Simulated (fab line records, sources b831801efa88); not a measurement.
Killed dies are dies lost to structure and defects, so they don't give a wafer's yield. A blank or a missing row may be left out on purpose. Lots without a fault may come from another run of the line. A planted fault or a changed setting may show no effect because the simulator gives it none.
One fault seen from 2 desks | flow sky130 | each desk has only its own numbers; what lay behind them comes last

THE METROLOGY DESK
What the gauges read, lot by lot, whatever tool the lot ran on: means of the sampled wafers that have a number. A lot is out of limits, marked OUT, if its mean lies more than 4 standard deviations from the usual mean; the brackets give that distance.
Columns: A = cd_nm at SKY_SONOS_TUNNEL_CD_MEAS_07, usual 410.5 nm; B = POLY_GATE_CVD_03_THK at SKY_POLY_GATE_THK_MEAS_04, usual 74.9 nm; C = LDD_N_OVL at SKY_LDD_N_OVL_MEAS_07, usual -0.7 nm
lot  | first seen here | A     | B    | C
L832 | day 12 01:26    | 409.2 | 75.2 | 0.1
L833 | day 12 12:48    | 410.3 | 74.0 | 0.4
L834 | day 12 19:37    | 413.1 | 73.9 | -0.0
L835 | day 12 23:08    | 412.1 | 74.8 | -2.3
L838 | day 13 20:59    | 411.7 | 74.5 | -0.4
L839 | day 14 06:27    | 405.9 | 74.7 | 2.0
L840 | day 14 14:58    | 410.1 | 74.8 | -0.7
L841 | day 14 21:21    | 409.1 | 74.9 | 2.6
L842 | day 15 09:28    | 411.0 | 74.2 | -0.9
L843 | day 15 15:05    | 409.4 | 74.9 | -1.9
L844 | day 15 21:53    | 408.8 | 74.8 | -4.8
L847 | day 16 17:25    | 410.2 | 75.2 | 1.1
L849 | day 17 06:35    | 410.4 | 74.8 | -2.0
L853 | day 18 15:18    | 412.0 | 74.2 | -1.2
L854 | day 19 01:08    | 409.8 | 74.7 | 0.7
This desk's finding: nothing out of limits on any of the 15 lots.

THE TOOL OWNER'S DESK: litho_track-03
The tool's own readings at SKY_RES_PROTECT_SOFTBAKE_03 (time 60 s): means of the sampled wafers that have a number, for each lot that ran on this tool. A lot is out of limits, marked OUT, if its mean lies more than 4 standard deviations from the usual mean; the brackets give that distance.
Columns: A = heater_power_total_W at SKY_RES_PROTECT_SOFTBAKE_03, usual 56.59 W; B = plate_temp_C at SKY_RES_PROTECT_SOFTBAKE_03, usual 89.99 C; C = resist_line_temp_C at SKY_RES_PROTECT_SOFTBAKE_03, usual 23.02 C; D = run_length_s at SKY_RES_PROTECT_SOFTBAKE_03, usual 89.1 s
lot  | first seen here | A               | B     | C     | D
L834 | day 16 02:15    | 56.54           | 89.89 | 23.08 | 88.8
L838 | day 17 06:49    | 56.62           | 90.04 | 22.99 | 88.8
L842 | day 19 00:15    | 56.56           | 90.06 | 23.14 | 88.8
L843 | day 19 03:30    | 56.55           | 90.06 | 23.03 | 88.8
L844 | day 19 11:00    | 58.17 (+34) OUT | 90.33 | 23.01 | 84.2 (-14) OUT
L847 | day 20 08:43    | 58.16 (+34) OUT | 89.99 | 23.07 | 84.1 (-15) OUT
L849 | day 20 23:25    | 58.12 (+33) OUT | 90.03 | 23.11 | 84.2 (-15) OUT
This desk's finding: out of limits on L844, L847, L849; first on L844, day 19 11:00 (heater_power_total_W at SKY_RES_PROTECT_SOFTBAKE_03). In limits: L834, L838, L842, L843.

PUT TOGETHER
The tool owner's desk could have raised an alarm at day 19 11:00, on L844, L847, L849.
The metrology desk saw nothing out of limits.
The metrology desk has L844, L847, L849 on record, within its limits.
Of the lots named, all ran SKY_RES_PROTECT_SOFTBAKE_03 on litho_track-03.

WHAT THE SIMULATOR HAD PUT IN
Process parameter drift: litho_track-03, from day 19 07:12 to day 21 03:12, at SKY_RES_PROTECT_SOFTBAKE_03. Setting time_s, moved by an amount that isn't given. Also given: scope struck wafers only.
Lots struck among those shown: L844, L847, L849.
Hours from the fault's start to each desk's first reading out of limits: the tool owner's desk, 4.
